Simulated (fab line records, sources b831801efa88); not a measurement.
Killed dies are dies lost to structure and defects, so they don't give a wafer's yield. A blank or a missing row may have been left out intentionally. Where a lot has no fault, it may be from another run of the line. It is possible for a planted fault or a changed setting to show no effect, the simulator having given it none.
Problem report, 8D (eight disciplines) form, completed by code :: flow sky130 :: the parts of the form that need people (team, actions taken, sign-off) are left out

## 1. WHAT WENT WRONG
Mean of developer-temp-C at SKY_LI_CONTACT_DEVELOP_11: 23.19 C across 6 wafers in 2 lots; on wafers with no fault it is 21.01 C (standard deviation 0.1). Relative to the usual mean, that is a shift of +22 standard deviations.
The step: develop time 60 s.
Seen first at day 31 05:00 on litho-track-04, wafer L885.1. The record holds 18 wafers of 6 lots with a number at this step. Rule for "out", or "out of limits": more than 4 standard deviations from the usual mean. Any other wafer with a number is counted as sound.

## 2. WHAT IT IS AND WHAT IT IS NOT
question: which readings at this step
is: developer-temp-C
is not: -

question: which lots
is: L885, L888
is not: L894, L897, L898, L905

question: which wafers of those lots
is: all that have a number
is not: -

question: read on which tools
is: litho-track-04
is not: litho-track-02, litho-track-03

question: when
is: from day 31 05:00
is not: up to then (0 sound wafers); but 12 sound wafers of L894, L897, L898, L905 came after

## 3. THE SUSPECTS, EACH WITH WHAT RULES IT OUT
Counting: a tool at a process step up to the reading stays a suspect if it ran every lot that is out and no sound lot after the first of them.
- cmp-01 at SKY_LI_CONTACT_CMP_02 (polishes PSG): kept. It ran every lot that is out, first L885 (day 30 01:26), and no sound lot after that.
- litho-track-04 at SKY_LI_CONTACT_DEVELOP_11 (develop time 60 s): ruled out as a lasting fault. Following L885 (day 31 05:00), the first lot on it that is out, the sound lots L897 were run on it.
The count leaves cmp-01 at SKY_LI_CONTACT_CMP_02.

## 4. THE CAUSE (what the simulator had put in)
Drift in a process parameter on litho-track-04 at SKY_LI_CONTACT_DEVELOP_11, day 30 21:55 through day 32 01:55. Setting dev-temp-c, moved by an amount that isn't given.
Counting ruled it out, wrongly.

## 5. SEQUENCE OF EFFECTS, ordered by route
Each row: a reading where the mean over the struck wafers with a number is more than 3 standard deviations away from the usual. Scope: only readings with a usual standard deviation given in the record; hours: median across lots of the time from each lot's start at the first step in this table that gives one to its start at this step; sigmas: change in usual standard deviations.
hours: 0
step: SKY_LI_CONTACT_DEVELOP_11
reading: developer-temp-C
usual: 21.01 C
on struck wafers: 23.19
change: +2.18
sigmas: +22
Here are the process steps it includes:
- SKY_LI_CONTACT_DEVELOP_11: develop time 60 s.
Later steps that measure or inspect, where all struck wafers having a row at the step show a number for every such reading and not one has moved that far: SKY_LI_CONTACT_CD_MEAS_12.

## 6. WHAT WOULD HAVE CAUGHT IT SOONER
7 hours passed between the start of the fault at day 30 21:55 and the first reading out of limits in this record, taken at day 31 05:00.
